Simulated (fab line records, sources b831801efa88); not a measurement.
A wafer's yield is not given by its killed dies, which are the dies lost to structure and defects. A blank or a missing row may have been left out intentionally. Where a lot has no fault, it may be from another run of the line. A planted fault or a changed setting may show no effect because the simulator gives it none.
fab line records	flow sky130
record lots=11	wafers=33	last-day=50
route steps=708 shown METAL2@485 VIA2@510 METAL3@533 CAPM@550 PAD_OPEN@708
lots with no fault: from the same line, run without faults
start-h: hours from the record's opening day to when the first of the lot's shown wafers began	wait-h: time in hours since the lot's previous step	" repeats the value in the row above	L1.1+2: a single row standing in for several wafers	- either no value or no given start	* or withheld: withheld	< > ~ a bound
route shown NAME@n: NAME is a module with steps in the file, n the number in the route of the first one	usual: mean/standard deviation taken from wafers without a fault	same: alike in all rows	chamber/n: place in a boat	sites: each site's reading	_std_site: standard deviation of those values	_edge_site: mean of outer sites minus mean of inner sites	radius-mm: for every site, how far away it sits from the centre of the wafer	mask NAME#n: copy n	behind: tool/chamber where the wafer was last shaped	hold: why the lot was held/for how many hours/how that ended	device: whichever transistor did not switch (one of n, p or np)	end of line: the same wafers' tests at the end of the route	step lacking rows: just its recipe	killed: at the first sort, the dies lost to defects and structure; wafer yield is something else	map: a wafer's dies, x killed, . not, _ none there
set.NAME: the setting as run; set.NAME@STEP: as run at that earlier step	model.NAME: the simulator's own value behind a step, which no gauge read
one table for each step of the route and one row for each wafer, over a sample of lots
services: a tool's chamber out of use, with start hour (start-h, from the record's first day; less than 0 if before it), hours out, and reason
## steps
# step SKY_METAL2_SPUTTER_02
# recipe material=AlCu	target-thk-nm=250	power-w=10600	time-s=13.3	chamber-pressure-pa=0.4
# usual throttle-valve-pct=30.1/1.1
lot.wafer	tool	chamber	start-h	wait-h	throttle-valve-pct
L710.1	pvd-sputter-03	-	849.17	0.0	28.9
L710.4	"	-	"	"	29.3
L710.6	"	-	"	"	28.2
L712.2	pvd-sputter-02	-	851.66	0.0	30.7
L712.3	"	-	"	"	32.0
L712.4	"	-	"	"	29.4
L714.2	pvd-sputter-04	-	856.13	0.0	29.9
L714.4	"	-	"	"	30.1
L714.5	"	-	"	"	29.5
L716.4	pvd-sputter-04	-	890.33	0.0	29.9
L716.5	"	-	"	"	29.4
L716.6	"	-	"	"	29.7
L717.1	pvd-sputter-03	-	894.93	0.0	28.3
L717.2	"	-	"	"	29.7
L717.6	"	-	"	"	28.1
L721.2	pvd-sputter-03	-	900.30	0.0	28.3
L721.4	"	-	"	"	30.9
L721.6	"	-	"	"	31.0
L722.1	pvd-sputter-02	-	911.41	0.0	30.6
L722.4	"	-	"	"	32.1
L722.5	"	-	"	"	30.8
L723.2	pvd-sputter-04	-	915.06	0.0	29.5
L723.5	"	-	"	"	31.3
L723.6	"	-	"	"	29.6
L727.1	pvd-sputter-04	-	939.84	0.0	29.5
L727.2	"	-	"	"	29.7
L727.3	"	-	"	"	31.6
L728.1	pvd-sputter-04	-	952.33	0.0	31.8
L728.2	"	-	"	"	29.7
L728.5	"	-	"	"	30.1
L729.1	pvd-sputter-02	-	955.34	0.0	30.8
L729.3	"	-	"	"	31.8
L729.4	"	-	"	"	29.6
# step SKY_VIA2_BOW_MEAS_03
# recipe mode=bow
# usual VIA2_BOW=87/7.2
lot.wafer	tool	chamber	start-h	wait-h	VIA2_BOW[um]
L710.1	film-metro-04	-	877.20	0.1	87
L710.4	"	-	"	"	96
L710.6	"	-	"	"	99
L712.2	film-metro-03	-	879.45	0.1	84
L712.3	"	-	"	"	84
L712.4	"	-	"	"	88
L714.2	film-metro-03	-	884.12	0.1	92
L714.4	"	-	"	"	93
L714.5	"	-	"	"	84
L716.4	film-metro-03	-	917.97	0.2	86
L716.5	"	-	"	"	86
L716.6	"	-	"	"	82
L717.1	film-metro-02	-	921.08	0.2	73
L717.2	"	-	"	"	84
L717.6	"	-	"	"	77
L721.2	film-metro-02	-	926.85	0.2	89
L721.4	"	-	"	"	76
L721.6	"	-	"	"	87
L722.1	film-metro-04	-	938.12	0.1	72
L722.4	"	-	"	"	92
L722.5	"	-	"	"	89
L723.2	film-metro-02	-	942.04	0.3	78
L723.5	"	-	"	"	92
L723.6	"	-	"	"	81
L727.1	film-metro-04	-	965.98	0.1	85
L727.2	"	-	"	"	83
L727.3	"	-	"	"	87
L728.1	film-metro-04	-	977.03	0.1	86
L728.2	"	-	"	"	87
L728.5	"	-	"	"	73
L729.1	film-metro-02	-	980.03	0.2	92
L729.3	"	-	"	"	89
L729.4	"	-	"	"	83
# step SKY_METAL3_SPUTTER_01
# recipe material=TiN	target-thk-nm=20	power-w=6500	time-s=16.7	chamber-pressure-pa=0.4
# usual throttle-valve-pct=29.9/1
lot.wafer	tool	chamber	start-h	wait-h	throttle-valve-pct
L710.1	pvd-sputter-02	-	904.60	0.0	29.6
L710.4	"	-	"	"	31.0
L710.6	"	-	"	"	29.6
L712.2	pvd-sputter-02	-	907.57	0.0	30.7
L712.3	"	-	"	"	31.8
L712.4	"	-	"	"	30.7
L714.2	pvd-sputter-03	-	911.26	0.0	31.0
L714.4	"	-	"	"	28.0
L714.5	"	-	"	"	28.7
L716.4	pvd-sputter-02	-	944.36	0.0	30.8
L716.5	"	-	"	"	29.6
L716.6	"	-	"	"	30.6
L717.1	pvd-sputter-03	-	947.51	0.0	28.8
L717.2	"	-	"	"	31.2
L717.6	"	-	"	"	28.4
L721.2	pvd-sputter-02	-	952.10	0.0	32.1
L721.4	"	-	"	"	30.9
L721.6	"	-	"	"	29.4
L722.1	pvd-sputter-02	-	964.50	0.0	30.9
L722.4	"	-	"	"	31.9
L722.5	"	-	"	"	30.8
L723.2	pvd-sputter-03	-	967.56	0.0	30.8
L723.5	"	-	"	"	28.1
L723.6	"	-	"	"	29.4
L727.1	pvd-sputter-03	-	991.55	0.0	28.5
L727.2	"	-	"	"	30.9
L727.3	"	-	"	"	29.0
L728.1	pvd-sputter-01	-	1002.74	0.0	28.9
L728.2	"	-	"	"	30.9
L728.5	"	-	"	"	29.9
L729.1	pvd-sputter-02	-	1005.67	0.0	30.8
L729.3	"	-	"	"	31.6
L729.4	"	-	"	"	29.5
# step SKY_CAPM_METAL_ETCH_13
# recipe target-depth-nm=220	stop-on=SiO2	chemistry=Cl2/BCl3	target=TiN	pressure-mtorr=10	icp-w=900	bias-w=49.71	Cl2_flow_sccm=60	bcl3-flow-sccm=30	time-s=62.9
# usual bcl3-flow-sccm=30.00/0.088	bias-w=49.71/0.16	drypump-motor-current-A=5.72/0.3	oes-product-au=0.941/0.0082	throttle-valve-pct=21.902/0.011
lot.wafer	tool	chamber	start-h	wait-h	bcl3-flow-sccm	bias-w	drypump-motor-current-A	oes-product-au	rf-hours-counter-h	throttle-valve-pct
L710.1	rie-metal-02	0	929.75	0.0	30.04	49.65	5.83	0.941	18	21.923
L710.4	"	1	"	"	29.92	49.81	5.08	0.938	-	21.914
L710.6	"	0	"	"	29.81	49.78	5.81	0.937	-	21.913
L712.2	rie-metal-03	1	932.20	0.0	29.96	49.65	5.74	0.959	12	21.906
L712.3	"	0	"	"	29.95	49.61	5.97	0.957	-	21.885
L712.4	"	1	"	"	29.99	49.69	5.75	0.940	-	21.913
L714.2	rie-metal-03	0	936.14	0.0	29.84	49.69	5.97	0.934	6	21.908
L714.4	"	0	"	"	29.96	49.37	5.99	0.939	-	21.909
L714.5	"	1	"	"	29.98	49.65	5.79	0.941	-	21.899
L716.4	rie-metal-04	0	968.28	0.0	29.98	49.66	5.74	0.941	-	21.889
L716.5	"	0	"	"	29.97	49.71	5.74	0.936	-	21.903
L716.6	"	1	"	"	30.01	49.74	5.89	0.953	-	21.892
L717.1	rie-metal-03	0	971.29	0.0	29.87	49.61	5.97	0.933	8	21.899
L717.2	"	1	"	"	30.04	49.44	5.72	0.941	13	21.899
L717.6	"	0	"	"	29.90	49.69	5.95	0.934	-	21.899
L721.2	rie-metal-04	0	974.94	0.0	29.82	49.68	5.75	0.958	3	21.875
L721.4	"	1	"	"	30.22	49.67	5.90	0.951	-	21.905
L721.6	"	0	"	"	29.93	49.54	5.74	0.934	-	21.910
L722.1	rie-metal-03	1	988.50	0.0	-	-	-	-	-	-
L722.4	"	1	"	"	-	-	-	-	-	-
L722.5	"	1	"	"	-	-	-	-	-	-
L723.2	rie-metal-03	0	991.89	0.0	-	-	-	-	-	-
L723.5	"	0	"	"	-	-	-	-	-	-
L723.6	"	1	"	"	-	-	-	-	-	-
L727.1	rie-metal-03	0	1015.20	0.0	30.01	49.66	5.97	0.930	11	21.914
L727.2	"	1	"	"	29.83	49.76	5.75	0.937	16	21.911
L727.3	"	1	"	"	29.84	49.79	5.71	0.945	-	21.886
L728.1	rie-metal-02	0	1026.89	0.0	29.98	49.72	5.81	0.930	23	21.901
L728.2	"	1	"	"	29.91	49.88	5.07	0.937	7	21.903
L728.5	"	0	"	"	30.01	49.75	5.78	0.934	-	21.910
L729.1	rie-metal-03	0	1029.04	0.0	30.00	49.80	5.99	0.959	11	21.884
L729.3	"	0	"	"	29.94	49.74	5.99	0.944	-	21.897
L729.4	"	1	"	"	29.89	49.81	5.73	0.940	-	21.912
# step SKY_CAPM_STRIP_14
# recipe chemistry=O2/N2	power-w=1400	pressure-mtorr=1500	platen-temp-c=withheld	o2-flow-sccm=3000	n2-flow-sccm=300	overash-fraction=0.5
# usual drypump-motor-current-A=5.6/0.49	oes-product-au=0.710/0.0045	strip-time-to-endpoint-s=12.60/0.043
lot.wafer	tool	chamber	start-h	wait-h	drypump-motor-current-A	oes-product-au	rf-hours-counter-h	strip-time-to-endpoint-s
L710.1	plasma-asher-02	1	929.83	0.1	5.5	0.711	84	12.66
L710.4	"	1	"	"	5.5	0.707	-	12.67
L710.6	"	0	"	"	5.1	0.704	-	12.68
L712.2	plasma-asher-03	1	932.28	0.1	6.5	0.711	18	12.57
L712.3	"	0	"	"	5.8	0.717	-	12.59
L712.4	"	1	"	"	6.5	0.705	-	12.59
L714.2	plasma-asher-04	1	936.22	0.1	5.2	0.717	50	12.63
L714.4	"	0	"	"	6.2	0.706	-	12.67
L714.5	"	1	"	"	5.2	0.709	-	12.60
L716.4	plasma-asher-02	0	968.36	0.1	5.0	0.712	-	12.65
L716.5	"	1	"	"	5.5	0.713	-	12.66
L716.6	"	0	"	"	5.0	0.706	-	12.60
L717.1	plasma-asher-03	1	971.37	0.1	6.5	0.712	21	12.57
L717.2	"	0	"	"	5.8	0.701	21	12.60
L717.6	"	0	"	"	5.8	0.704	-	12.61
L721.2	plasma-asher-02	0	975.02	0.1	5.0	0.708	88	12.56
L721.4	"	0	"	"	5.0	0.716	-	12.56
L721.6	"	0	"	"	5.0	0.701	-	12.60
L722.1	plasma-asher-04	1	988.58	0.1	5.2	0.708	55	14.09
L722.4	"	0	"	"	6.2	0.720	-	14.13
L722.5	"	1	"	"	5.2	0.712	-	14.13
L723.2	plasma-asher-03	0	991.97	0.1	5.8	0.715	24	14.19
L723.5	"	0	"	"	5.8	0.712	-	14.18
L723.6	"	1	"	"	6.5	0.721	-	14.15
L727.1	plasma-asher-02	0	1015.28	0.1	5.0	0.710	92	12.58
L727.2	"	1	"	"	5.5	0.706	92	12.54
L727.3	"	0	"	"	5.0	0.715	-	12.52
L728.1	plasma-asher-02	1	1026.97	0.1	5.5	0.714	93	12.66
L728.2	"	0	"	"	5.0	0.711	93	12.62
L728.5	"	1	"	"	5.5	0.714	-	12.60
L729.1	plasma-asher-02	0	1029.12	0.1	5.0	0.711	94	12.61
L729.3	"	1	"	"	5.5	0.704	-	12.57
L729.4	"	0	"	"	5.0	0.711	-	12.62
# step SKY_PAD_OPEN_PROBE_99
# usual killed_at_M0_to_M3=43/7.5	killed_at_M4_up=2.8/1.8	killed-at-contacts=24/5.3	killed-at-front-end=14/4.2	killed-at-other=0.3/0.54	killed-dies=84/9.4	killed-on-rim=16/3.3	killed-open=46/7.1	killed-short=38/6.6
# same gross-dies=492	killed-at-back-side=0
lot.wafer	tool	chamber	start-h	wait-h	hold	killed_at_M0_to_M3	killed_at_M4_up	killed-at-contacts	killed-at-front-end	killed-at-other	killed-dies	killed-on-rim	killed-open	killed-short
L710.1	prober-01	-	1118.96	0.1	-	48	1	29	13	1	92	11	43	49
L710.4	prober-01	-	1119.11	0.2	-	53	1	22	17	0	93	17	54	39
L710.6	prober-01	-	1119.21	0.2	-	46	4	19	14	0	83	20	39	44
L712.2	prober-02	-	1123.51	0.1	-	41	2	20	20	0	83	14	45	37
L712.3	prober-02	-	1123.56	0.2	-	41	6	35	17	0	99	20	65	34
L712.4	prober-02	-	1123.61	0.2	-	44	1	26	14	0	85	16	52	33
L714.2	prober-01	-	1126.39	0.1	-	45	2	30	16	0	93	19	52	40
L714.4	prober-01	-	1126.49	0.2	-	44	3	19	21	0	87	27	40	46
L714.5	prober-01	-	1126.54	0.2	-	39	1	33	10	2	85	19	45	39
L716.4	prober-01	-	1152.91	0.2	-	42	0	29	10	0	81	13	52	29
L716.5	prober-01	-	1152.96	0.2	-	50	2	12	21	0	85	18	42	43
L716.6	prober-01	-	1153.01	0.2	-	46	1	24	15	0	86	15	42	44
L717.1	prober-02	-	1154.13	0.4	-	36	1	26	9	1	73	14	45	27
L717.2	prober-02	-	1154.18	0.4	-	41	1	31	12	0	85	17	50	35
L717.6	prober-02	-	1154.38	0.5	-	42	2	19	14	0	77	15	51	26
L721.2	prober-01	-	1154.70	0.1	-	54	6	19	14	0	93	20	50	43
L721.4	prober-01	-	1154.80	0.2	-	36	1	20	17	1	75	11	43	31
L721.6	prober-01	-	1154.90	0.2	-	47	5	21	22	1	96	18	45	48
L722.1	prober-01	-	1166.03	0.1	await-dispo/4.2h/scrap	39	4	23	11	415	492	96	39	37
L722.4	prober-01	-	1166.18	0.2	await-dispo/4.2h/scrap	45	3	13	11	420	492	96	39	32
L722.5	prober-01	-	1166.23	0.2	await-dispo/4.2h/scrap	46	5	23	14	404	492	96	50	38
L723.2	prober-02	-	1169.03	0.1	await-dispo/3.2h/scrap	49	1	19	16	407	492	96	48	37
L723.5	prober-02	-	1169.18	0.2	await-dispo/3.2h/scrap	32	2	20	12	426	492	96	28	38
L723.6	prober-02	-	1169.23	0.2	await-dispo/3.2h/scrap	33	2	21	10	426	492	96	38	28
L727.1	prober-02	-	1184.68	0.1	-	29	7	25	17	1	79	16	43	35
L727.2	prober-02	-	1184.73	0.1	-	27	0	20	18	1	66	13	34	32
L727.3	prober-02	-	1184.78	0.2	-	33	7	21	14	0	75	14	38	36
L728.1	prober-01	-	1192.31	0.1	-	47	4	26	17	1	95	16	57	38
L728.2	prober-01	-	1192.36	0.1	-	54	5	21	10	0	90	16	52	38
L728.5	prober-01	-	1192.51	0.2	-	50	4	27	12	0	93	20	51	42
L729.1	prober-01	-	1194.22	0.1	-	44	4	27	15	0	90	17	50	38
L729.3	prober-01	-	1194.32	0.2	-	51	3	21	11	1	87	14	58	29
L729.4	prober-01	-	1194.37	0.2	-	33	4	16	8	0	61	14	34	27
# killed by level:class
L710.1 CONTACT:geometric-particle:open=10 VIA1:geometric-particle:short=9 CONTACT:geometric-particle:short=7 VIA1:geometric-particle:open=7 LI_CONTACT:geometric-particle:open=6 POLY_GATE:geometric-particle:short=5 VIA2:geometric-particle:open=5 METAL1:geometric-particle:short=5
L710.4 VIA1:geometric-particle:open=16 VIA3:geometric-particle:open=11 METAL3:geometric-particle:short=6 POLY_GATE:geometric-particle:short=5 VIA2:geometric-particle:open=5 CONTACT:geometric-particle:open=5 POLY_GATE:geometric-particle:open=4 LI_CONTACT:geometric-particle:open=4
L710.6 VIA2:geometric-particle:open=8 METAL2:geometric-particle:short=8 VIA3:geometric-particle:open=8 LOCAL_INTERCONNECT:geometric-particle:short=6 POLY_GATE:geometric-particle:open=5 METAL1:geometric-particle:short=5 VIA1:geometric-particle:open=5 POLY_GATE:geometric-particle:short=4
L712.2 VIA1:geometric-particle:open=12 CONTACT:geometric-particle:open=9 FIELD_ISO:geometric-particle:short=6 VIA1:geometric-particle:short=6 VIA2:geometric-particle:open=5 VIA3:geometric-particle:open=5 POLY_GATE:geometric-particle:short=4 LOCAL_INTERCONNECT:geometric-particle:short=4
L712.3 VIA1:geometric-particle:open=17 CONTACT:geometric-particle:open=17 FIELD_ISO:geometric-particle:open=7 VIA3:geometric-particle:open=7 LI_CONTACT:geometric-particle:open=6 LI_CONTACT:geometric-particle:short=5 VIA2:geometric-particle:open=4 POLY_GATE:geometric-particle:short=4
L712.4 CONTACT:geometric-particle:open=13 VIA1:geometric-particle:open=10 METAL2:geometric-particle:short=7 VIA2:geometric-particle:open=6 LI_CONTACT:geometric-particle:open=5 VIA3:geometric-particle:open=4 POLY_GATE:geometric-particle:short=4 LOCAL_INTERCONNECT:geometric-particle:short=4
L714.2 CONTACT:geometric-particle:open=13 VIA1:geometric-particle:open=13 LI_CONTACT:geometric-particle:open=8 VIA1:geometric-particle:short=6 METAL1:geometric-particle:short=5 VIA2:geometric-particle:short=5 POLY_GATE:geometric-particle:open=4 POLY_GATE:geometric-particle:short=4
L714.4 VIA1:geometric-particle:open=10 CONTACT:geometric-particle:open=7 VIA2:geometric-particle:open=7 METAL1:geometric-particle:short=6 FIELD_ISO:geometric-particle:open=5 VIA1:geometric-particle:short=5 VIA2:geometric-particle:short=5 FIELD_ISO:geometric-particle:short=4
L714.5 LI_CONTACT:geometric-particle:open=11 CONTACT:geometric-particle:open=10 METAL1:geometric-particle:short=10 VIA1:geometric-particle:open=9 LOCAL_INTERCONNECT:geometric-particle:short=6 VIA2:geometric-particle:open=6 METAL2:geometric-particle:short=5 CONTACT:geometric-particle:short=4
L716.4 CONTACT:geometric-particle:open=14 LI_CONTACT:geometric-particle:open=9 VIA2:geometric-particle:open=8 VIA1:geometric-particle:open=8 METAL1:geometric-particle:short=6 POLY_GATE:geometric-particle:short=5 VIA1:geometric-particle:short=5 POLY_GATE:geometric-particle:open=4
L716.5 VIA1:geometric-particle:open=13 VIA3:geometric-particle:open=8 CONTACT:geometric-particle:short=7 VIA2:geometric-particle:open=7 POLY_GATE:geometric-particle:short=6 VIA3:geometric-particle:short=6 FIELD_ISO:geometric-particle:short=5 FIELD_ISO:geometric-particle:open=4
L716.6 VIA1:geometric-particle:open=13 VIA1:geometric-particle:short=10 LI_CONTACT:geometric-particle:open=7 CONTACT:geometric-particle:open=7 POLY_GATE:geometric-particle:short=6 FIELD_ISO:geometric-particle:short=5 METAL1:geometric-particle:short=5 CONTACT:geometric-particle:short=4
L717.1 VIA3:geometric-particle:open=9 CONTACT:geometric-particle:open=9 VIA2:geometric-particle:open=8 CONTACT:geometric-particle:short=7 VIA1:geometric-particle:open=6 LI_CONTACT:geometric-particle:open=5 LI_CONTACT:geometric-particle:short=3 METAL1:geometric-particle:short=3
L717.2 CONTACT:geometric-particle:open=11 VIA2:geometric-particle:open=9 LI_CONTACT:geometric-particle:open=7 METAL2:geometric-particle:short=6 LI_CONTACT:geometric-particle:short=5 LOCAL_INTERCONNECT:geometric-particle:short=5 METAL1:geometric-particle:short=5 VIA1:geometric-particle:open=5
L717.6 VIA1:geometric-particle:open=9 CONTACT:geometric-particle:open=7 VIA2:geometric-particle:open=7 LI_CONTACT:geometric-particle:open=5 VIA3:geometric-particle:open=5 METAL2:geometric-particle:short=5 METAL2:geometric-particle:open=4 FIELD_ISO:geometric-particle:open=3
L721.2 VIA1:geometric-particle:open=12 VIA3:geometric-particle:open=8 VIA1:geometric-particle:short=6 CONTACT:geometric-particle:open=6 VIA2:geometric-particle:open=6 VIA2:geometric-particle:short=6 LI_CONTACT:geometric-particle:open=5 METAL2:geometric-particle:short=5
L721.4 VIA1:geometric-particle:open=12 METAL1:geometric-particle:short=8 CONTACT:geometric-particle:open=7 LI_CONTACT:geometric-particle:open=6 FIELD_ISO:geometric-particle:open=5 CONTACT:geometric-particle:short=4 FIELD_ISO:geometric-particle:short=3 METAL2:geometric-particle:short=3
L721.6 METAL1:geometric-particle:short=14 CONTACT:geometric-particle:open=9 VIA1:geometric-particle:open=9 VIA2:geometric-particle:open=8 FIELD_ISO:geometric-particle:open=7 METAL2:geometric-particle:short=5 VIA3:geometric-particle:open=5 FIELD_ISO:geometric-particle:short=4
L722.1 CAPM:area-etch=415 VIA1:geometric-particle:open=8 CONTACT:geometric-particle:open=8 VIA3:geometric-particle:open=8 LI_CONTACT:geometric-particle:short=5 VIA1:geometric-particle:short=5 POLY_GATE:geometric-particle:short=4 CONTACT:geometric-particle:short=4
L722.4 CAPM:area-etch=420 VIA3:geometric-particle:open=8 VIA2:geometric-particle:open=6 FIELD_ISO:geometric-particle:open=5 VIA1:geometric-particle:open=5 METAL3:geometric-particle:short=5 CONTACT:geometric-particle:open=4 VIA1:geometric-particle:short=4
L722.5 CAPM:area-etch=404 LI_CONTACT:geometric-particle:open=9 CONTACT:geometric-particle:open=7 VIA2:geometric-particle:open=7 VIA1:geometric-particle:open=7 VIA1:geometric-particle:short=7 FIELD_ISO:geometric-particle:open=6 VIA3:geometric-particle:open=6
L723.2 CAPM:area-etch=358 RES_PROTECT:unspecified=49 VIA1:geometric-particle:open=12 METAL1:geometric-particle:short=9 CONTACT:geometric-particle:open=8 FIELD_ISO:geometric-particle:open=7 FIELD_ISO:geometric-particle:short=5 VIA2:geometric-particle:open=5
L723.5 CAPM:area-etch=381 RES_PROTECT:unspecified=45 CONTACT:geometric-particle:open=7 VIA3:geometric-particle:short=7 CONTACT:geometric-particle:short=6 VIA1:geometric-particle:short=5 METAL1:geometric-particle:short=4 METAL2:geometric-particle:short=4
L723.6 CAPM:area-etch=372 RES_PROTECT:unspecified=54 VIA3:geometric-particle:open=9 LI_CONTACT:geometric-particle:open=7 VIA2:geometric-particle:open=7 CONTACT:geometric-particle:open=5 METAL1:geometric-particle:short=5 CONTACT:geometric-particle:short=4
L727.1 LI_CONTACT:geometric-particle:open=11 CONTACT:geometric-particle:open=7 VIA1:geometric-particle:open=6 CONTACT:geometric-particle:short=5 METAL2:geometric-particle:short=5 FIELD_ISO:geometric-particle:open=4 POLY_GATE:geometric-particle:short=4 VIA1:geometric-particle:short=4
L727.2 CONTACT:geometric-particle:open=7 LI_CONTACT:geometric-particle:open=6 FIELD_ISO:geometric-particle:short=5 VIA1:geometric-particle:open=5 METAL1:geometric-particle:short=5 POLY_GATE:geometric-particle:open=4 CONTACT:geometric-particle:short=4 METAL2:geometric-particle:short=4
L727.3 VIA3:geometric-particle:open=8 CONTACT:geometric-particle:open=7 METAL2:geometric-particle:short=5 METAL1:geometric-particle:short=5 METAL3:geometric-particle:short=5 CONTACT:geometric-particle:short=4 FIELD_ISO:geometric-particle:short=3 POLY_GATE:geometric-particle:open=3
L728.1 VIA1:geometric-particle:open=17 CONTACT:geometric-particle:open=10 CONTACT:geometric-particle:short=7 VIA2:geometric-particle:open=7 FIELD_ISO:geometric-particle:open=6 VIA3:geometric-particle:open=6 LOCAL_INTERCONNECT:geometric-particle:short=4 METAL2:geometric-particle:short=4
L728.2 VIA1:geometric-particle:open=16 LI_CONTACT:geometric-particle:open=7 METAL2:geometric-particle:short=6 VIA3:geometric-particle:open=6 METAL1:geometric-particle:short=5 VIA1:geometric-particle:short=5 VIA2:geometric-particle:open=5 FIELD_ISO:geometric-particle:open=4
L728.5 VIA1:geometric-particle:open=15 LI_CONTACT:geometric-particle:open=9 CONTACT:geometric-particle:open=7 LOCAL_INTERCONNECT:geometric-particle:short=5 METAL2:geometric-particle:short=5 VIA3:geometric-particle:short=5 VIA3:geometric-particle:open=5 FIELD_ISO:geometric-particle:short=4
L729.1 CONTACT:geometric-particle:open=8 LI_CONTACT:geometric-particle:open=8 VIA2:geometric-particle:open=8 VIA3:geometric-particle:open=8 METAL1:geometric-particle:short=7 CONTACT:geometric-particle:short=6 VIA1:geometric-particle:open=6 FIELD_ISO:geometric-particle:short=5
L729.3 VIA1:geometric-particle:open=17 VIA2:geometric-particle:open=10 VIA3:geometric-particle:open=9 LI_CONTACT:geometric-particle:open=8 CONTACT:geometric-particle:open=7 METAL2:geometric-particle:short=6 CONTACT:geometric-particle:short=4 VIA2:geometric-particle:short=4
L729.4 VIA1:geometric-particle:open=8 LI_CONTACT:geometric-particle:open=7 METAL1:geometric-particle:short=6 CONTACT:geometric-particle:open=5 VIA1:geometric-particle:short=4 VIA2:geometric-particle:open=4 VIA3:geometric-particle:open=4 POLY_GATE:geometric-particle:open=3
## services
tool	chamber	start-h	hours	kind
plasma-asher-03	-	828.68	3.6	repair
rie-metal-04	-	831.22	2.8	pm
pvd-sputter-04	-	859.11	0.8	repair
rie-metal-03	0	867.42	2.0	repair
pvd-sputter-02	-	877.06	3.1	repair
rie-metal-02	1	880.18	-	clean
rie-metal-02	1	880.18	25.1	scheduled-down
rie-metal-02	1	880.18	25.1	vent-cycle
rie-metal-04	0	897.29	-	clean
rie-metal-04	0	897.29	19.5	scheduled-down
rie-metal-04	0	897.29	19.5	vent-cycle
pvd-sputter-04	-	905.06	6.7	repair
pvd-sputter-03	-	912.29	8.0	repair
plasma-asher-04	-	913.18	3.6	repair
rie-metal-02	-	925.78	2.8	pm
rie-metal-03	1	940.72	12.7	repair
pvd-sputter-04	-	940.99	1.1	repair
pvd-sputter-01	-	966.11	4.5	repair
pvd-sputter-04	-	972.43	3.3	repair
plasma-asher-04	-	989.81	3.2	repair
rie-metal-02	-	1001.94	0.5	repair
pvd-sputter-01	-	1003.80	1.2	repair
## key
first-sign step=SKY_CAPM_METAL_ETCH_13	reading=tool-record	direction=missing
effect step=SKY_CAPM_STRIP_14	reading=strip-time-to-endpoint-s	direction=up	sigmas=36	usual=*	struck=*
effect step=SKY_PAD_OPEN_PROBE_99	reading=killed-at-other	direction=up	sigmas=99+	usual=0.3	struck=416.3
more-kills-born-at SKY_CAPM_METAL_ETCH_13@rie-metal-03=2350
met-at SKY_CAPM_METAL_ETCH_13
struck-lots L722,L723
later-rows-left-out L722.1,L722.4,L722.5,L723.2,L723.5,L723.6
tester-left-out L723
not-acting-at SKY_METAL2_SPUTTER_02,SKY_VIA2_BOW_MEAS_03,SKY_METAL3_SPUTTER_01
onset-between 971.29 988.50
earlier-fault kind=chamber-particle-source	tool=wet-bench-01	chamber=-	onset-h=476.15	steps=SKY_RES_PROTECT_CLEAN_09	rate-per-visit-cm2=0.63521	end-h=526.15
fault kind=skipped-step-whole	tool=rie-metal-03	chamber=-	onset-h=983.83	steps=SKY_CAPM_METAL_ETCH_13	scope=struck-lots-only
# tester-left-out: of these lots the tester's yield and bins aren't shown, on N5 and GAA mostly nor the transistor test; their killed dies are dies lost to structure and defects alone, not to doping, threshold or leakage, so they don't give the yield
# later-rows-left-out: the simulator's readings of these wafers behind a module that went badly wrong aren't trusted and aren't shown, but for the sort
